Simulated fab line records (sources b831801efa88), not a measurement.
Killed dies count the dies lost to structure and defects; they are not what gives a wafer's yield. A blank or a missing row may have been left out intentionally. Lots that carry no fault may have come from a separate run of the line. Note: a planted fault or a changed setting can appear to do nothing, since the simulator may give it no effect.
fab line records -- flow sky130
record: lots: 5, wafers: 15, lastDay: 50
route steps=708 shown LDD_N@247 LDD_P@255 PAD_OPEN@708
lots untouched by any fault: they come from a run of this same line in which no faults occurred
startH: hours from the record's opening day to when the first of the lot's shown wafers began -- waitH: hours since the lot's step before -- " the same as in the row above -- L1.1+2: several wafers, shown together as one row -- - no value, or no start given -- * or withheld: withheld -- < > ~ a bound
route shown NAME@n: names a module that has steps shown in the file, with the first one's number in the route -- usual: mean and standard deviation over wafers with no fault -- same: alike in all rows -- chamber/n: place in a boat -- sites: the reading at each site -- _std_site: standard deviation across them -- _edge_site: the outer-site mean with the inner-site mean subtracted -- radiusMm: for every site, how far away it sits from the centre of the wafer -- mask NAME#n: copy n -- behind: tool/chamber where the wafer was last shaped -- hold: what put the lot on hold/how long, in hours/how the hold closed -- device: which transistor (n, p or np) failed to switch -- end of line: the tests these same wafers got at the end of their route -- where a step has no rows: the recipe by itself -- killed: the dies lost at the first sort to structure and to defects; this is not the yield of the wafer -- map: the dies of a wafer, with x for killed, . for not killed, _ for no die there
set.NAME: setting as actually run; set.NAME@STEP: the setting as run at that earlier step -- model.NAME: the simulator's own value behind a step, which no gauge read
certain route steps with their lots: each step a table, each wafer a row
services: the hour from which a tool's chamber was out of use, counted from the record's first day as startH (under 0 if before that day), plus the number of hours and why
== steps ==
step: SKY_LDD_N_IMPLANT_10
recipe: species: As, energyKev: 20, doseCm2: 7.5e+13, tiltDeg: withheld, rotationDeg: 203
step: SKY_LDD_N_IMPLANT_11
recipe: species: As, energyKev: 20, doseCm2: 7.5e+13, tiltDeg: withheld, rotationDeg: 293
step: SKY_LDD_N_IMPLANT_12
recipe: species: BF2, energyKev: 50, doseCm2: 5e+12, tiltDeg: 30, rotationDeg: 0
step: SKY_LDD_N_IMPLANT_13
recipe: species: BF2, energyKev: 50, doseCm2: 5e+12, tiltDeg: 30, rotationDeg: 90
step: SKY_LDD_N_IMPLANT_14
recipe: species: BF2, energyKev: 50, doseCm2: 5e+12, tiltDeg: 30, rotationDeg: 180
step: SKY_LDD_N_IMPLANT_15
recipe: species: BF2, energyKev: 49.09, doseCm2: 5e+12, tiltDeg: 30, rotationDeg: 270
step: SKY_LDD_N_STRIP_16
recipe: chemistry: O2/N2, powerW: 1400, pressureMtorr: 1500, platenTempC: withheld, o2FlowSccm: 3000, n2FlowSccm: 300, overashFraction: 0.5
usual: drypumpMotorCurrentA: 5.7/0.36, oesProductAu: 0.406/0.0043, stripTimeToEndpointS: 4.318/0.015
lot.wafer,tool,chamber,startH,waitH,drypumpMotorCurrentA,oesProductAu,rfHoursCounterH,stripTimeToEndpointS
L291.1,plasmaAsher-02,0,404.87,0.1,6.0,0.403,63,4.344
L291.2,plasmaAsher-02,1,404.87,0.1,6.1,0.404,63,4.312
L291.6,plasmaAsher-02,1,404.87,0.1,6.1,0.408,-,4.321
L299.4,plasmaAsher-02,1,490.78,0.1,6.1,0.407,-,4.310
L299.5,plasmaAsher-02,1,490.78,0.1,6.2,0.402,-,4.308
L299.6,plasmaAsher-02,0,490.78,0.1,6.0,0.407,-,4.303
L300.2,plasmaAsher-01,0,502.22,0.1,5.5,0.403,34,4.308
L300.4,plasmaAsher-01,0,502.22,0.1,5.5,0.402,-,4.325
L300.5,plasmaAsher-01,1,502.22,0.1,5.2,0.400,-,4.318
L304.2,plasmaAsher-01,1,520.22,0.1,5.2,0.405,36,4.284
L304.3,plasmaAsher-01,0,520.22,0.1,5.5,0.404,-,4.298
L304.5,plasmaAsher-01,1,520.22,0.1,5.2,0.400,-,4.312
L311.1,plasmaAsher-01,1,585.02,0.1,5.2,0.399,41,4.314
L311.3,plasmaAsher-01,0,585.02,0.1,5.5,0.404,-,4.315
L311.6,plasmaAsher-01,1,585.02,0.1,5.2,0.408,-,4.318
step: SKY_LDD_N_TW_MEAS_17
usual: LDD_N_TW: 2583/28
lot.wafer,tool,chamber,startH,waitH,LDD_N_TW
L291.1,filmMetro-01,-,404.97,0.1,2593
L291.2,filmMetro-01,-,404.97,0.1,2590
L291.6,filmMetro-01,-,404.97,0.1,2586
L299.4,filmMetro-02,-,490.87,0.1,2542
L299.5,filmMetro-02,-,490.87,0.1,2551
L299.6,filmMetro-02,-,490.87,0.1,2563
L300.2,filmMetro-03,-,502.33,0.1,2611
L300.4,filmMetro-03,-,502.33,0.1,2600
L300.5,filmMetro-03,-,502.33,0.1,2618
L304.2,filmMetro-03,-,520.33,0.1,2594
L304.3,filmMetro-03,-,520.33,0.1,2605
L304.5,filmMetro-03,-,520.33,0.1,2595
L311.1,filmMetro-02,-,585.12,0.1,2531
L311.3,filmMetro-02,-,585.12,0.1,2536
L311.6,filmMetro-02,-,585.12,0.1,2524
step: SKY_LDD_P_DEHYDRATE_00
recipe: tempC: 200, timeS: 60
step: SKY_LDD_P_HMDS_01
recipe: primeTimeS: 60, primeTempC: 120
step: SKY_LDD_P_COAT_02
recipe: resist: NOVOLAK, spinRpm: 3000, resistThkNm: 1140
step: SKY_LDD_P_SOFTBAKE_03
recipe: tempC: 90, timeS: 60, resist: NOVOLAK
step: SKY_LDD_P_EXPOSE_04
recipe: maskId: PSDM, na: 0.6, sourceShape: conventional, sigmaOuter: 0.6, polarization: unpolarized, targetCdNm: 380, doseMj: 135.1
usual: exposureDoseMJCm2: 137.92/0.12, focusOffsetNm: 0.0/0.51, stageVelMmS: 500.05/0.29
same: na: 0.6
lot.wafer,tool,chamber,startH,waitH,mask,exposureDoseMJCm2,focusOffsetNm,stageVelMmS
L291.1,ilineStepper-02,0,418.92,-,PSDM#0,138.05,-0.7,499.88
L291.2,ilineStepper-02,0,418.92,-,PSDM#0,137.87,-0.6,499.85
L291.6,ilineStepper-02,0,418.92,-,PSDM#0,137.73,-0.9,499.61
L299.4,ilineStepper-01,0,505.81,-,PSDM#0,137.81,0.1,499.79
L299.5,ilineStepper-01,0,505.81,-,PSDM#0,138.15,0.0,500.53
L299.6,ilineStepper-01,0,505.81,-,PSDM#0,137.83,0.1,499.91
L300.2,ilineStepper-01,0,517.16,-,PSDM#0,137.88,0.5,500.19
L300.4,ilineStepper-01,0,517.16,-,PSDM#0,137.78,-0.9,500.01
L300.5,ilineStepper-01,0,517.16,-,PSDM#0,137.97,0.5,499.86
L304.2,ilineStepper-01,0,535.89,-,PSDM#0,137.91,0.0,500.38
L304.3,ilineStepper-01,0,535.89,-,PSDM#0,137.93,0.0,500.33
L304.5,ilineStepper-01,0,535.89,-,PSDM#0,137.80,0.6,500.06
L311.1,ilineStepper-02,0,599.62,-,PSDM#0,139.39,-0.1,500.61
L311.3,ilineStepper-02,0,599.62,-,PSDM#0,139.54,0.1,500.20
L311.6,ilineStepper-02,0,599.62,-,PSDM#0,139.51,-0.2,500.28
step: SKY_LDD_P_PEB_05
recipe: tempC: withheld, timeS: *, resist: NOVOLAK
step: SKY_LDD_P_DEVELOP_06
recipe: resist: NOVOLAK, developer: TMAH, developTimeS: 60, devTempC: 23
step: SKY_LDD_P_CD_MEAS_07
recipe: targetCdNm: 380
usual: cdNm: 379.5/2.6
lot.wafer,tool,chamber,startH,waitH,cdNm
L291.1,cdSem-02,-,433.94,0.1,380.9
L291.2,cdSem-02,-,433.94,0.1,377.4
L291.6,cdSem-02,-,433.94,0.1,377.4
L299.4,cdSem-02,-,521.20,0.1,375.6
L299.5,cdSem-02,-,521.20,0.1,375.8
L299.6,cdSem-02,-,521.20,0.1,377.8
L300.2,cdSem-01,-,533.08,0.1,377.8
L300.4,cdSem-01,-,533.08,0.1,379.4
L300.5,cdSem-01,-,533.08,0.1,377.7
L304.2,cdSem-02,-,551.18,0.1,378.3
L304.3,cdSem-02,-,551.18,0.1,379.1
L304.5,cdSem-02,-,551.18,0.1,377.5
L311.1,cdSem-02,-,613.96,0.1,373.2
L311.3,cdSem-02,-,613.96,0.1,364.7
L311.6,cdSem-02,-,613.96,0.1,377.6
step: SKY_LDD_P_OVL_MEAS_08
usual: LDD_P_OVL: 0.1/1.3
lot.wafer,tool,chamber,startH,waitH,LDD_P_OVL[nm]
L291.1,overlay-01,-,434.06,0.1,-0.2
L291.2,overlay-01,-,434.06,0.1,1.0
L291.6,overlay-01,-,434.06,0.1,0.2
L299.4,overlay-02,-,521.28,0.1,1.2
L299.5,overlay-02,-,521.28,0.1,1.2
L299.6,overlay-02,-,521.28,0.1,2.6
L300.2,overlay-01,-,533.18,0.1,-1.6
L300.4,overlay-01,-,533.18,0.1,0.4
L300.5,overlay-01,-,533.18,0.1,0.1
L304.2,overlay-02,-,551.28,0.1,-1.2
L304.3,overlay-02,-,551.28,0.1,-0.7
L304.5,overlay-02,-,551.28,0.1,1.2
L311.1,overlay-01,-,614.08,0.1,0.4
L311.3,overlay-01,-,614.08,0.1,0.3
L311.6,overlay-01,-,614.08,0.1,-0.6
step: SKY_PAD_OPEN_PROBE_99
usual: killed_at_M0_to_M3: 44/7.5, killed_at_M4_up: 3.3/1.8, killedAtContacts: 25/5.9, killedAtFrontEnd: 16/4.7, killedAtOther: 0.3/0.52, killedDies: 89/9.9, killedOnRim: 18/3.9, killedOpen: 49/7.8, killedShort: 40/5.8
same: grossDies: 492, killedAtBackSide: 0
lot.wafer,tool,chamber,startH,waitH,killed_at_M0_to_M3,killed_at_M4_up,killedAtContacts,killedAtFrontEnd,killedAtOther,killedDies,killedOnRim,killedOpen,killedShort
L291.1,prober-01,-,1077.16,0.1,40,2,31,21,1,95,20,60,35
L291.2,prober-01,-,1077.21,0.1,61,2,23,28,0,114,25,62,52
L291.6,prober-01,-,1077.41,0.2,39,6,26,22,1,94,17,48,46
L299.4,prober-01,-,1133.23,0.2,39,5,28,23,1,96,19,53,43
L299.5,prober-01,-,1133.28,0.2,38,3,25,15,0,81,27,41,40
L299.6,prober-01,-,1133.33,0.2,45,5,22,15,1,88,17,54,34
L300.2,prober-01,-,1142.56,0.1,46,2,30,20,0,98,21,55,43
L300.4,prober-01,-,1142.66,0.2,61,0,28,19,0,108,19,65,43
L300.5,prober-01,-,1142.71,0.2,70,5,25,13,0,113,24,61,52
L311.1,prober-01,-,1188.50,0.1,48,6,20,15,0,89,23,45,44
L311.3,prober-01,-,1188.60,0.2,38,3,37,11,1,90,10,45,44
L311.6,prober-01,-,1188.75,0.2,36,1,24,17,0,78,15,44,33
killed by level:class
L291.1 CONTACT:geometricParticle:open=15 VIA1:geometricParticle:open=13 FIELD_ISO:geometricParticle:open=7 CONTACT:geometricParticle:short=7 VIA2:geometricParticle:open=6 VIA1:geometricParticle:short=5 POLY_GATE:geometricParticle:open=4 LI_CONTACT:geometricParticle:open=4
L291.2 VIA1:geometricParticle:open=13 VIA2:geometricParticle:open=10 FIELD_ISO:geometricParticle:short=8 POLY_GATE:geometricParticle:open=8 CONTACT:geometricParticle:open=8 VIA3:geometricParticle:open=7 METAL3:geometricParticle:short=6 LI_CONTACT:geometricParticle:open=5
L291.6 VIA1:geometricParticle:open=11 CONTACT:geometricParticle:open=8 CONTACT:geometricParticle:short=7 VIA2:geometricParticle:open=7 FIELD_ISO:geometricParticle:short=5 POLY_GATE:geometricParticle:open=5 POLY_GATE:geometricParticle:short=5 LI_CONTACT:geometricParticle:open=5
L299.4 FIELD_ISO:geometricParticle:open=12 CONTACT:geometricParticle:open=8 VIA1:geometricParticle:open=8 METAL1:geometricParticle:short=8 CONTACT:geometricParticle:short=7 LI_CONTACT:geometricParticle:open=6 VIA3:geometricParticle:open=6 POLY_GATE:geometricParticle:open=5
L299.5 LI_CONTACT:geometricParticle:open=9 VIA3:geometricParticle:open=8 LOCAL_INTERCONNECT:geometricParticle:short=8 VIA1:geometricParticle:short=7 CONTACT:geometricParticle:open=5 VIA1:geometricParticle:open=5 FIELD_ISO:geometricParticle:short=4 METAL3:geometricParticle:short=4
L299.6 CONTACT:geometricParticle:open=13 VIA1:geometricParticle:open=10 FIELD_ISO:geometricParticle:open=7 VIA2:geometricParticle:open=7 VIA3:geometricParticle:open=7 LI_CONTACT:geometricParticle:open=5 METAL1:geometricParticle:short=5 METAL3:geometricParticle:short=4
L300.2 VIA1:geometricParticle:open=13 LI_CONTACT:geometricParticle:open=10 FIELD_ISO:geometricParticle:short=9 CONTACT:geometricParticle:open=9 CONTACT:geometricParticle:short=7 VIA3:geometricParticle:open=7 METAL2:geometricParticle:short=5 FIELD_ISO:geometricParticle:open=4
L300.4 VIA1:geometricParticle:open=17 CONTACT:geometricParticle:open=14 FIELD_ISO:geometricParticle:open=7 FIELD_ISO:geometricParticle:short=7 LI_CONTACT:geometricParticle:open=7 VIA3:geometricParticle:open=7 VIA1:geometricParticle:short=7 CONTACT:geometricParticle:short=6
L300.5 VIA1:geometricParticle:open=19 METAL2:geometricParticle:short=11 CONTACT:geometricParticle:open=10 METAL1:geometricParticle:short=8 VIA2:geometricParticle:open=7 LI_CONTACT:geometricParticle:open=5 METAL3:geometricParticle:short=5 VIA1:geometricParticle:short=5
L311.1 VIA1:geometricParticle:open=11 METAL2:geometricParticle:short=9 CONTACT:geometricParticle:open=8 VIA1:geometricParticle:short=7 FIELD_ISO:geometricParticle:short=6 VIA2:geometricParticle:open=6 METAL1:geometricParticle:short=5 VIA3:geometricParticle:open=5
L311.3 LI_CONTACT:geometricParticle:open=13 CONTACT:geometricParticle:open=9 VIA2:geometricParticle:open=8 CONTACT:geometricParticle:short=5 SPACER:geometricParticle:short=4 LI_CONTACT:geometricParticle:short=4 VIA3:geometricParticle:open=4 METAL1:geometricParticle:short=4
L311.6 LI_CONTACT:geometricParticle:open=8 CONTACT:geometricParticle:open=8 POLY_GATE:geometricParticle:open=7 VIA2:geometricParticle:open=7 METAL2:geometricParticle:short=7 VIA1:geometricParticle:short=6 VIA1:geometricParticle:open=5 VIA3:geometricParticle:short=4
== services ==
tool,chamber,startH,hours,kind
ilineStepper-01,-,404.45,4.4,pm
ilineStepper-01,-,451.85,1.7,pm
ilineStepper-01,-,463.93,1.5,repair
ilineStepper-02,0,478.18,-,calibration
ilineStepper-01,0,490.22,-,calibration
plasmaAsher-01,-,535.73,6.1,repair
ilineStepper-02,-,536.11,1.7,pm
plasmaAsher-01,-,559.72,3.9,repair
plasmaAsher-02,-,582.04,4.4,repair
== key ==
firstSign: step: SKY_LDD_P_EXPOSE_04, reading: exposureDoseMJCm2, direction: up, sigmas: 13, usual: *, struck: *
effect: step: SKY_LDD_P_CD_MEAS_07, reading: cdNm, direction: down, sigmas: 3, usual: 379.5, struck: 371.8, wafersMoved: 2, through: controlLoop
metAt SKY_LDD_P_EXPOSE_04
struckWafers L311.1,L311.3,L311.6
testerLeftOut L311
loopTrim: step: SKY_LDD_P_EXPOSE_04, setting: dose, lots: L311
onsetBetween 418.92 599.62
fault: kind: processParameterDrift, tool: ilineStepper-02, chamber: -, onsetH: 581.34, steps: SKY_LDD_P_EXPOSE_04, channel: focusNm, offset: 883.45, spreadByWafer: 0.3, shape: step, endH: 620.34
testerLeftOut: of these lots the tester's yield and bins aren't shown, on N5 and GAA mostly nor the transistor test; their killed dies are dies lost to structure and defects alone, not to doping, threshold or leakage, so they don't give the yield
loopTrim: a control loop set the setting to another value than it would have without faults
